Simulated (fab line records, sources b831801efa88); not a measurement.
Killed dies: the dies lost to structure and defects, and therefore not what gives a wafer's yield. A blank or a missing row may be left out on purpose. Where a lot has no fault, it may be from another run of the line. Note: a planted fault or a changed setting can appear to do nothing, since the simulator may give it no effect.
Chamber matching -- flow sfq_line -- SFQ_TRILAYER_I6_CMP_CMP_166 on cmp-01 has 4 sister chambers
The step polishes SiO2. 4 wafers are shown with their chamber, then 7 later ones without.

## WAFERS WITH THEIR CHAMBER
wafer,chamber,motor_current_A (A)
L323.3,0,11.9
L325.3,3,12.4
L330.3,1,9.1
L330.5,2,8.7

## WAFERS MISSING THEIR CHAMBER
wafer,motor_current_A (A)
L330.6,12.5
L334.3,12.1
L334.4,8.9
L334.6,11.6
L341.3,11.6
L341.2,9.3
L341.5,11.3

## CHAMBER TAKEN BY EACH
wafer,from the rows above,in truth
L330.6,can't be placed: 3 or 0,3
L334.3,can't be placed: 0 or 3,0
L334.4,can't be placed: 1 or 2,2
L334.6,can't be placed: 0 or 3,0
L341.3,can't be placed: 0 or 3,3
L341.2,can't be placed: 1 or 2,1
L341.5,can't be placed: 0 or 3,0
0 of 7 placed correctly. Not placeable from these rows: 7 (in 7, the candidates include the true chamber). Wrongly placed: 0.
How it was worked out, from the rows above alone: a wafer's distance from a chamber is the root of the sum, over the readings, of the square of ((its reading less the chamber's mean) divided by the reading's scatter). The wafer belongs to the nearest chamber; if the next one is less than 2 further off, it can't be placed. Each chamber's mean is taken over the wafers shown for it. The scatter (one wafer shown for each chamber): square how far every hidden wafer sits from the nearest shown wafer, average those squares and take the square root.
